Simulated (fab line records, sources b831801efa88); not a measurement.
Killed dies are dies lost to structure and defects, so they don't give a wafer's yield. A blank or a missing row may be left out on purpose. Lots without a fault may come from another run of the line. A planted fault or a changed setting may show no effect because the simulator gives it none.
Which tool did it? | flow gf180mcu | 11 lots, 33 wafers sampled, at 6 steps of a route of 602

WHAT THE GAUGES READ, wafer by wafer
GF_M2_OVL_MEAS_15. Usual: M2_OVL 1 nm, standard deviation 6.5.
lot  | measured     | on         | M2_OVL (nm) | flag
L697 | day 18 23:17 | overlay-01 | -10 -1 1    |
L698 | day 19 09:08 | overlay-01 | -4 -4 3     |
L702 | day 21 10:32 | overlay-01 | -3 -14 -1   |
L705 | day 22 21:08 | overlay-01 | -2 -6 -1    |
L707 | day 23 03:28 | overlay-01 | -7 -2 -10   |
L712 | day 24 17:47 | overlay-01 | -4 2 0      |
L713 | day 25 01:25 | overlay-01 | 2 1 -2      |
L716 | day 25 23:34 | overlay-01 | 5 14 14     |
L718 | day 26 23:40 | overlay-01 | 10 8 7      |
L719 | day 27 00:01 | overlay-02 | 2 5 11      |
L720 | day 27 03:44 | overlay-01 | 1 3 6       |

GF_M3_RS_MEAS_05: measures by four-point-probe. Usual: M3_ALCU_RS 0.0697 ohm/sq, standard deviation 0.00065.
lot  | measured     | on            | M3_ALCU_RS (ohm/sq)  | flag
L697 | day 20 03:06 | film_metro-04 | 0.0695 0.0691 0.0694 |
L698 | day 20 13:47 | film_metro-04 | 0.0691 0.0695 0.0695 |
L702 | day 22 13:19 | film_metro-04 | 0.0700 0.0700 0.0694 |
L705 | day 23 23:10 | film_metro-02 | 0.0697 0.0702 0.0726 |
L707 | day 24 05:22 | film_metro-03 | 0.0693 0.0700 0.0719 |
L712 | day 25 20:26 | film_metro-04 | 0.0696 0.0689 0.0694 |
L713 | day 26 02:10 | film_metro-02 | 0.0689 0.0689 0.0689 |
L716 | day 26 23:32 | film_metro-02 | 0.0702 0.0709 0.0706 |
L718 | day 27 23:35 | film_metro-02 | 0.0694 0.0695 0.0685 |
L719 | day 27 23:15 | film_metro-04 | 0.0710 0.0709 0.0711 |
L720 | day 28 02:43 | film_metro-03 | 0.0690 0.0695 0.0700 |

GF_M3_THK_MEAS_06: measures by xrf. Usual: M3_ALCU_THK 455 nm, standard deviation 4.7.
lot  | measured     | on            | M3_ALCU_THK (nm) | flag
L697 | day 20 03:13 | film_metro-04 | 459 458 457      |
L698 | day 20 13:53 | film_metro-04 | 460 456 458      |
L702 | day 22 13:26 | film_metro-04 | 455 451 455      |
L705 | day 23 23:16 | film_metro-02 | 454 451 435      |
L707 | day 24 05:29 | film_metro-03 | 454 452 440      |
L712 | day 25 20:34 | film_metro-04 | 453 456 453      |
L713 | day 26 02:17 | film_metro-02 | 460 460 460      |
L716 | day 26 23:39 | film_metro-02 | 451 447 450      |
L718 | day 27 23:41 | film_metro-02 | 456 457 460      |
L719 | day 27 23:22 | film_metro-04 | 447 448 447      |
L720 | day 28 02:49 | film_metro-03 | 462 459 455      |

WHICH TOOL RAN EACH LOT (tool, then ch and the chambers of the sampled wafers, then the start)
lot  | GF_V1_SPUTTER_22             | GF_M3_SPUTTER_02             | GF_M3_SPUTTER_04
L697 | pvd_sputter-02, day 17 22:10 | pvd_sputter-01, day 20 03:01 | pvd_sputter-01, day 20 03:04
L698 | pvd_sputter-04, day 18 08:08 | pvd_sputter-02, day 20 13:39 | pvd_sputter-02, day 20 13:42
L702 | pvd_sputter-01, day 20 10:23 | pvd_sputter-03, day 22 13:13 | pvd_sputter-03, day 22 13:16
L705 | pvd_sputter-04, day 21 20:18 | pvd_sputter-01, day 23 23:02 | pvd_sputter-01, day 23 23:06
L707 | pvd_sputter-01, day 22 03:42 | pvd_sputter-01, day 24 05:16 | pvd_sputter-01, day 24 05:19
L712 | pvd_sputter-04, day 23 19:25 | pvd_sputter-03, day 25 20:21 | pvd_sputter-03, day 25 20:24
L713 | pvd_sputter-04, day 24 02:12 | pvd_sputter-03, day 26 02:04 | pvd_sputter-03, day 26 02:07
L716 | pvd_sputter-04, day 25 01:42 | pvd_sputter-03, day 26 23:26 | pvd_sputter-03, day 26 23:29
L718 | pvd_sputter-04, day 26 02:47 | pvd_sputter-03, day 27 23:28 | pvd_sputter-03, day 27 23:31
L719 | pvd_sputter-02, day 26 02:56 | pvd_sputter-01, day 27 23:08 | pvd_sputter-01, day 27 23:11
L720 | pvd_sputter-02, day 26 06:36 | pvd_sputter-02, day 28 02:35 | pvd_sputter-02, day 28 02:38
- GF_V1_SPUTTER_22: material TiN, target thk 10 nm, time 40 s.
- GF_M3_SPUTTER_02: material AlCu, target thk 450 nm, time 23.9 s.
- GF_M3_SPUTTER_04: material TiN, target thk 50 nm, time 41.7 s.

WHAT THE TOOLS THEMSELVES READ (means of the sampled wafers that have a number; where no wafer has one, the mark that the record gives instead)
GF_V1_SPUTTER_22. Usual: throttle_valve_pct 30.4 %, standard deviation 0.98.
lot  | tool           | throttle_valve_pct (%) | flag
L697 | pvd_sputter-02 | 30.7                   |
L698 | pvd_sputter-04 | 30.6                   |
L702 | pvd_sputter-01 | 31.2                   |
L705 | pvd_sputter-04 | 30.6                   |
L707 | pvd_sputter-01 | 29.4                   |
L712 | pvd_sputter-04 | 30.8                   |
L713 | pvd_sputter-04 | 30.6                   |
L716 | pvd_sputter-04 | 30.5                   |
L718 | pvd_sputter-04 | 30.4                   |
L719 | pvd_sputter-02 | 30.0                   |
L720 | pvd_sputter-02 | 28.9                   |

GF_M3_SPUTTER_02. Usual: throttle_valve_pct 30.1 %, standard deviation 0.96.
lot  | tool           | throttle_valve_pct (%) | flag
L697 | pvd_sputter-01 | 29.9                   |
L698 | pvd_sputter-02 | 29.9                   |
L702 | pvd_sputter-03 | 29.8                   |
L705 | pvd_sputter-01 | 29.7                   |
L707 | pvd_sputter-01 | 31.2                   |
L712 | pvd_sputter-03 | 30.0                   |
L713 | pvd_sputter-03 | 30.2                   |
L716 | pvd_sputter-03 | 30.1                   |
L718 | pvd_sputter-03 | 29.3                   |
L719 | pvd_sputter-01 | 30.0                   |
L720 | pvd_sputter-02 | 30.0                   |

GF_M3_SPUTTER_04. Usual: throttle_valve_pct 30.1 %, standard deviation 0.95.
lot  | tool           | throttle_valve_pct (%) | flag
L697 | pvd_sputter-01 | 30.0                   |
L698 | pvd_sputter-02 | 29.8                   |
L702 | pvd_sputter-03 | 30.0                   |
L705 | pvd_sputter-01 | 29.5                   |
L707 | pvd_sputter-01 | 31.1                   |
L712 | pvd_sputter-03 | 30.3                   |
L713 | pvd_sputter-03 | 30.1                   |
L716 | pvd_sputter-03 | 30.0                   |
L718 | pvd_sputter-03 | 29.4                   |
L719 | pvd_sputter-01 | 29.8                   |
L720 | pvd_sputter-02 | 30.1                   |

THE ANSWER, worked out from the rows above alone
Rule: a lot is off if the mean of its wafers that have a number lies more than 3 standard deviations from the usual mean. A lot without any number at a reading at which 4 lots or more have one is off too. The other lots that the step has rows for count as sound. The gauges are gone through in route order, then the tools' own readings, and for those a lot's mean is taken as printed above. The first step at which some lot is off is used, and at that step the reading that is off furthest; a lot without a number counts as furthest.
No lot is off at any reading shown: from this, nothing can be told.

WHAT THE SIMULATOR HAD PUT IN
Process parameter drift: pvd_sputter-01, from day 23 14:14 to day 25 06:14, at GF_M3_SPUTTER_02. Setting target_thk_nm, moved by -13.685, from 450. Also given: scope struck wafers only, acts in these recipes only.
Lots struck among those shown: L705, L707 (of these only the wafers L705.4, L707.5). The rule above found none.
